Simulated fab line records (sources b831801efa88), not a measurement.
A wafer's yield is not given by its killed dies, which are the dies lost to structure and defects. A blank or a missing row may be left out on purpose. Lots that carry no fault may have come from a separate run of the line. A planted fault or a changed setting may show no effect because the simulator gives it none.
A lot that was struck, set against a sound lot    flow sky130    43 out of 708 route steps
Sound: these wafers, L981.3, L981.5, L981.6. Struck: wafers L998.3, L998.6. (L998.2 of the same lot was not struck and is left out.) The cause comes at the end.
For every step that has rows: the tool of each side, followed by ch and its chambers, followed by its first start. Under that, the readings that differ: sound wafers    struck wafers    difference of the means    sigmas: that difference in standard deviations of wafers without a fault.
alike: same words and numbers on both sides, and readings whose means sit less than 2 such deviations apart. not compared: any withheld reading, any reading some wafer has no value for, any bound like >300 that may hide the same value, and any number with overlapping values for which the record gives no deviation.
A row with sigmas, a row that says differs or no value, or rows on one side alone: a step with any of these is where the two part. Numbers that don't overlap but have no deviation are shown without sigmas and don't part them. A reading missing from all wafers of one side parts the sides only when that side holds two or more wafers.

first, 5 steps without rows for these wafers: SKY_VIA4_COAT_06 (resist thk 1140 nm); SKY_VIA4_SOFTBAKE_07 (time 60 s); SKY_VIA4_EXPOSE_08 (exposes mask VIM4, target cd 800 nm); SKY_VIA4_PEB_09; SKY_VIA4_DEVELOP_10 (develop time 60 s).
SKY_VIA4_OVL_MEAS_11:
  struck on overlay-01, day 47 04:08; sound on overlay-02, day 43 11:21
  alike: VIA4_OVL
SKY_VIA4_ETCH_12: etches SiO2 in C4F8/O2/Ar, stops on TiN, target depth 580 nm.
  sound on rieDiel-01 ch 0,3, day 43 11:23; struck on rieDiel-01 ch 2,3, day 47 04:10
  alike: oesProductAu
then, 5 steps without rows for these wafers: SKY_VIA4_STRIP_13 (strips in O2/N2); SKY_VIA4_STRIP_14 (strips in post etch residue remover, time 1200 s); SKY_VIA4_CLEAN_15 (cleans in IPA, time 180 s); SKY_VIA4_CLEAN_16 (cleans in O3/DIW); SKY_VIA4_SPUTTER_17 (material TiN, target thk 20 nm, time 80 s).
SKY_VIA4_CVD_18: deposits W, target thk 505 nm, time 152.14 s.
  sound on cvdW-02 ch 0,1, day 43 12:10; struck on cvdW-02 ch 0, day 47 04:59
  alike: heaterPowerW
  not compared: sinceWetCleanH
SKY_VIA4_RS_MEAS_19: the measuring method here is four-point-probe.
  struck on filmMetro-01, day 47 05:09; sound on filmMetro-01, day 43 12:18
  alike: VIA4_W_RS
SKY_VIA4_THK_MEAS_20: measures by xrf.
  struck on filmMetro-01, day 47 05:16; sound on filmMetro-01, day 43 12:24
  alike: VIA4_W_THK
then, 2 steps without rows for these wafers: SKY_VIA4_CMP_21 (polishes, stops on SiO2, t overpolish 25 s, target thk 0 nm); SKY_METAL5_SPUTTER_00 (material Ti, target thk 15 nm, time 10 s).
SKY_METAL5_SPUTTER_01: material TiN, target thk 20 nm, time 16.7 s.
  struck on pvdSputter-02, day 47 05:38; sound on pvdSputter-03, day 43 12:46
  alike: throttleValvePct
SKY_METAL5_SPUTTER_02: material AlCu, target thk 1150 nm, time 61.2 s.
  struck on pvdSputter-02, day 47 05:40; sound on pvdSputter-03, day 43 12:47
  alike: throttleValvePct
then, 1 step without rows for these wafers: SKY_METAL5_SPUTTER_03 (material Ti, target thk 5 nm, time 3.3 s).
SKY_METAL5_SPUTTER_04: material TiN, target thk 70 nm, time 58.3 s.
  struck on pvdSputter-02, day 47 05:44; sound on pvdSputter-03, day 43 12:52
  alike: throttleValvePct
SKY_METAL5_RS_MEAS_05: the measuring method here is four-point-probe.
  struck on filmMetro-03, day 47 05:48; sound on filmMetro-04, day 43 12:57
  alike: METAL5_ALCU_RS
SKY_METAL5_THK_MEAS_06: measures by xrf.
  struck on filmMetro-03, day 47 05:55; sound on filmMetro-04, day 43 13:03
  alike: METAL5_ALCU_THK
then, 7 steps without rows for these wafers: SKY_METAL5_DEHYDRATE_07 (time 60 s); SKY_METAL5_HMDS_08 (prime time 60 s); SKY_METAL5_COAT_09 (resist thk 1800 nm); SKY_METAL5_SOFTBAKE_10 (time 60 s); SKY_METAL5_EXPOSE_11 (exposes mask MM5, target cd 1600 nm); SKY_METAL5_PEB_12; SKY_METAL5_DEVELOP_13 (develop time 60 s).
SKY_METAL5_DESCUM_14: chemistry O2, time 11 s.
  sound on rieMetal-02 ch 0,1, day 44 11:21; struck on rieMetal-03 ch 0,1, day 48 00:41
  alike: drypumpMotorCurrentA, oesProductAu
  not compared: rfHoursCounterH
then, 6 steps without rows for these wafers: SKY_METAL5_METAL_ETCH_15 (etches the open film in Cl2/BCl3, stops on SiO2, target depth 1260 nm, time 252 s); SKY_METAL5_STRIP_16 (strips in O2/N2); SKY_METAL5_STRIP_17 (strips in post etch residue remover, time 1200 s); SKY_METAL5_CLEAN_18 (cleans in IPA, time 180 s); SKY_METAL5_CLEAN_19 (cleans in O3/DIW); SKY_PASSIVATION_CVD_00 (deposits SiO2, target thk 90 nm).
SKY_PASSIVATION_THK_MEAS_01:
  struck on filmMetro-03, day 48 01:37; sound on filmMetro-01, day 44 12:17
  alike: PASSIVATION_CVD_00_THK
then, 1 step without rows for these wafers: SKY_PASSIVATION_CVD_02 (deposits Si3N4, target thk 540 nm).
SKY_PASSIVATION_THK_MEAS_03:
  struck on filmMetro-03, day 48 01:55; sound on filmMetro-04, day 44 12:34
  alike: PASSIVATION_CVD_02_THK
then, 2 steps without rows for these wafers: SKY_PASSIVATION_DEHYDRATE_04 (time 60 s); SKY_PASSIVATION_HMDS_05 (prime time 60 s).
SKY_PAD_OPEN_PROBE_99:
  struck on prober-02, day 49 15:49; sound on prober-02, day 46 08:28
reading                                sound               struck       difference  sigmas
defectLimitedYield (%)                 81.5 80.5 82.7      72.0 73.0    -9.1        -5
killed_at_M4_up                        4 3 4               55 58        +53         +31
killedDies                             91 96 85            138 133      +45         +5
sort_bin_3_pad_short (%)               1.4 1.4 0.6         4.5 3.7      +3.0        +7
sort_bin_5_function (%)                11.6 13.2 9.6       15.9 16.1    +4.5        +3
sortNPass                              401 396 407         354 359      -45         -5
sortYieldPct (%)                       81.5 80.5 82.7      72.0 73.0    -9.1        -5
model.etest.tester.sortNPass           401 396 407         354 359      -45         
model.etest.tester.sortYieldPct (%)    81.5 80.49 82.72    71.95 72.97  -9.11       
model.etest.tester.sort_bin_5_pct (%)  11.59 13.21 9.553   15.85 16.06  +4.50       
model.etest.tester.sort_bin_3_pct (%)  1.423 1.423 0.6098  4.472 3.659  +2.914      
  alike: killed_at_M0_to_M3, killedAtContacts, killedAtFrontEnd, killedAtOther, killedOpen, killedShort, sort_bin_6_memory

== WHERE THEY PART ==
Only at SKY_PAD_OPEN_PROBE_99, as far as this record shows.

WHY: what the simulator had put in
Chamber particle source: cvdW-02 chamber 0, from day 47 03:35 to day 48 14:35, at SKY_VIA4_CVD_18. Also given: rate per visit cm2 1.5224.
